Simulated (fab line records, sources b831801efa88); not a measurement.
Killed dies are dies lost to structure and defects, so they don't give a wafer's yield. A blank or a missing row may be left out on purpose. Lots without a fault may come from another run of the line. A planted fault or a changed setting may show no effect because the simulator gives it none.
Which tool did it? | flow gf180mcu | 12 lots, 35 wafers sampled, at 5 steps of a route of 602

WHAT THE GAUGES READ, wafer by wafer
GF_V3_CD_MEAS_14: target cd 260 nm. Usual: cd_nm 260.4 nm, standard deviation 1.3.
lot  | measured     | on        | cd_nm (nm)        | flag
L419 | day 22 09:02 | cd_sem-01 | 262.4 262.5 262.5 |
L420 | day 22 17:46 | cd_sem-01 | 260.5 259.6 260.5 |
L421 | day 22 22:07 | cd_sem-01 | 257.9 258.8 257.8 |
L423 | day 23 20:55 | cd_sem-01 | 260.7 260.7 259.1 |
L424 | day 24 05:04 | cd_sem-01 | 261.3 261.7 260.2 |
L425 | day 24 08:10 | cd_sem-02 | 261.4 261.1 261.8 |
L426 | day 24 11:16 | cd_sem-01 | 259.2 258.4 258.9 |
L435 | day 27 11:41 | cd_sem-01 | 258.2 258.6       |
L439 | day 29 02:50 | cd_sem-01 | 259.5 259.0 257.5 |
L440 | day 29 05:57 | cd_sem-01 | 258.8 258.4 258.1 |
L441 | day 29 13:35 | cd_sem-02 | 260.7 260.7 261.2 |
L442 | day 29 23:00 | cd_sem-02 | 259.0 259.2 257.3 |

GF_M4_CD_MEAS_14: target cd 280 nm. Usual: cd_nm 279.7 nm, standard deviation 1.3.
lot  | measured     | on        | cd_nm (nm)        | flag
L419 | day 23 09:44 | cd_sem-01 | 279.1 279.0 278.9 |
L420 | day 23 17:49 | cd_sem-01 | 279.3 278.9 279.8 |
L421 | day 23 22:12 | cd_sem-01 | 279.3 278.7 277.1 |
L423 | day 24 20:41 | cd_sem-01 | 283.6 282.0 281.5 |
L424 | day 25 06:11 | cd_sem-01 | 279.4 279.8 279.2 |
L425 | day 25 07:34 | cd_sem-01 | 280.4 280.6 279.3 |
L426 | day 25 09:51 | cd_sem-01 | 276.5 277.7 277.3 |
L435 | day 28 08:53 | cd_sem-01 | 215.4 278.9       | OFF
L439 | day 29 23:09 | cd_sem-02 | 281.8 281.5 280.5 |
L440 | day 30 02:37 | cd_sem-02 | 280.5 279.7 279.9 |
L441 | day 30 09:38 | cd_sem-02 | 279.2 279.9 279.9 |
L442 | day 30 18:33 | cd_sem-02 | 278.9 280.1 279.4 |

WHICH TOOL RAN EACH LOT (tool, then ch and the chambers of the sampled wafers, then the start)
lot  | GF_V3_ETCH_16                      | GF_V3_STRIP_18                       | GF_M4_EXPOSE_11
L419 | rie_diel-04 ch 1,3, day 22 09:08   | plasma_asher-04 ch 0,1, day 22 09:18 | krf_scanner-01 ch 0, day 22 22:51
L420 | rie_diel-01 ch 0,1, day 22 17:53   | plasma_asher-03 ch 0,1, day 22 18:03 | krf_scanner-01 ch 0, day 23 07:26
L421 | rie_diel-01 ch 0,3, day 22 22:14   | plasma_asher-04 ch 1, day 22 22:22   | krf_scanner-02 ch 0, day 23 11:26
L423 | rie_diel-04 ch 2,3, day 23 21:04   | plasma_asher-03 ch 0,1, day 23 21:12 | krf_scanner-02 ch 0, day 24 10:16
L424 | rie_diel-04 ch 1,2,3, day 24 05:13 | plasma_asher-04 ch 0,1, day 24 05:21 | krf_scanner-01 ch 0, day 24 19:16
L425 | rie_diel-01 ch 0,2,3, day 24 08:17 | plasma_asher-04 ch 0,1, day 24 08:27 | krf_scanner-01 ch 0, day 24 20:37
L426 | rie_diel-01 ch 0,2,3, day 24 11:23 | plasma_asher-01 ch 0,1, day 24 11:31 | krf_scanner-01 ch 0, day 24 23:39
L435 | rie_diel-01 ch 1,2, day 27 11:50   | plasma_asher-03 ch 1, day 27 11:58   | krf_scanner-01 ch 0, day 28 00:02
L439 | rie_diel-01 ch 1,2,3, day 29 02:58 | plasma_asher-03 ch 0,1, day 29 03:05 | krf_scanner-02 ch 0, day 29 14:08
L440 | rie_diel-02 ch 0,3, day 29 06:04   | plasma_asher-04 ch 0,1, day 29 06:14 | krf_scanner-02 ch 0, day 29 17:32
L441 | rie_diel-01 ch 0,1,3, day 29 13:44 | plasma_asher-04 ch 0,1, day 29 13:52 | krf_scanner-02 ch 0, day 30 00:53
L442 | rie_diel-02 ch 1,2, day 29 23:07   | plasma_asher-03 ch 0,1, day 29 23:17 | krf_scanner-02 ch 0, day 30 09:55
- GF_V3_ETCH_16: etches BARC in N2/H2.
- GF_V3_STRIP_18: strips in O2/N2.
- GF_M4_EXPOSE_11: exposes mask Metal4, target cd 280 nm.

WHAT THE TOOLS THEMSELVES READ (means of the sampled wafers that have a number; where no wafer has one, the mark that the record gives instead)
GF_V3_ETCH_16. Usual: drypump_motor_current_A 5.7 A, standard deviation 0.47; oes_product_au 0.854 a.u., standard deviation 0.0045; throttle_valve_pct 13.225 %, standard deviation 0.0095.
lot  | tool        | drypump_motor_current_A (A) | oes_product_au (a.u.) | throttle_valve_pct (%) | flag
L419 | rie_diel-04 | 5.3                         | 0.855                 | 13.237                 |
L420 | rie_diel-01 | 5.9                         | 0.855                 | 13.223                 |
L421 | rie_diel-01 | 5.9                         | 0.855                 | 13.221                 |
L423 | rie_diel-04 | 5.3                         | 0.853                 | 13.222                 |
L424 | rie_diel-04 | 5.5                         | 0.855                 | 13.222                 |
L425 | rie_diel-01 | 5.7                         | 0.854                 | 13.225                 |
L426 | rie_diel-01 | 5.7                         | 0.860                 | 13.230                 |
L435 | rie_diel-01 | 5.7                         | 0.857                 | 13.215                 |
L439 | rie_diel-01 | 5.4                         | 0.852                 | 13.231                 |
L440 | rie_diel-02 | 5.9                         | 0.857                 | 13.227                 |
L441 | rie_diel-01 | 5.7                         | 0.852                 | 13.229                 |
L442 | rie_diel-02 | 6.4                         | 0.856                 | 13.238                 |

GF_V3_STRIP_18. Usual: drypump_motor_current_A 5.9 A, standard deviation 0.47; heater_power_w 335 W, standard deviation 16; oes_product_au 0.592 a.u., standard deviation 0.0047.
lot  | tool            | drypump_motor_current_A (A) | heater_power_w (W) | oes_product_au (a.u.) | flag
L419 | plasma_asher-04 | 5.7                         | 342                | 0.592                 |
L420 | plasma_asher-03 | 5.7                         | 327                | 0.591                 |
L421 | plasma_asher-04 | 6.2                         | 364                | 0.597                 |
L423 | plasma_asher-03 | 6.1                         | 333                | 0.595                 |
L424 | plasma_asher-04 | 5.7                         | 351                | 0.595                 |
L425 | plasma_asher-04 | 6.0                         | 355                | 0.587                 |
L426 | plasma_asher-01 | 6.1                         | 317                | 0.595                 |
L435 | plasma_asher-03 | 6.5                         | 342                | 0.593                 |
L439 | plasma_asher-03 | 5.7                         | 331                | 0.593                 |
L440 | plasma_asher-04 | 6.0                         | 347                | 0.596                 |
L441 | plasma_asher-04 | 5.7                         | 344                | 0.591                 |
L442 | plasma_asher-03 | 6.0                         | 333                | 0.588                 |

GF_M4_EXPOSE_11. Usual: stage_vel_mm_s 499.97 mm/s, standard deviation 0.22.
lot  | tool           | stage_vel_mm_s (mm/s) | flag
L419 | krf_scanner-01 | 500.01                |
L420 | krf_scanner-01 | 500.04                |
L421 | krf_scanner-02 | 499.88                |
L423 | krf_scanner-02 | 499.98                |
L424 | krf_scanner-01 | 500.13                |
L425 | krf_scanner-01 | 499.95                |
L426 | krf_scanner-01 | 499.98                |
L435 | krf_scanner-01 | 499.85                |
L439 | krf_scanner-02 | 500.02                |
L440 | krf_scanner-02 | 499.60                |
L441 | krf_scanner-02 | 499.97                |
L442 | krf_scanner-02 | 499.93                |

THE ANSWER, worked out from the rows above alone
Rule: a lot is off if the mean of its wafers that have a number lies more than 3 standard deviations from the usual mean. A lot without any number at a reading at which 4 lots or more have one is off too. The other lots that the step has rows for count as sound. The gauges are gone through in route order, then the tools' own readings, and for those a lot's mean is taken as printed above. The first step at which some lot is off is used, and at that step the reading that is off furthest; a lot without a number counts as furthest.
Off: L435, at GF_M4_CD_MEAS_14 (cd_nm).
A tool fits if, at a process step before that reading, it ran every lot that is off, and no sound lot after the first of them. The gauges at GF_M4_CD_MEAS_14 are tried like those tools. Can't be told from this: 2 tools fit, krf_scanner-01 at GF_M4_EXPOSE_11, cd_sem-01 at GF_M4_CD_MEAS_14.

WHAT THE SIMULATOR HAD PUT IN
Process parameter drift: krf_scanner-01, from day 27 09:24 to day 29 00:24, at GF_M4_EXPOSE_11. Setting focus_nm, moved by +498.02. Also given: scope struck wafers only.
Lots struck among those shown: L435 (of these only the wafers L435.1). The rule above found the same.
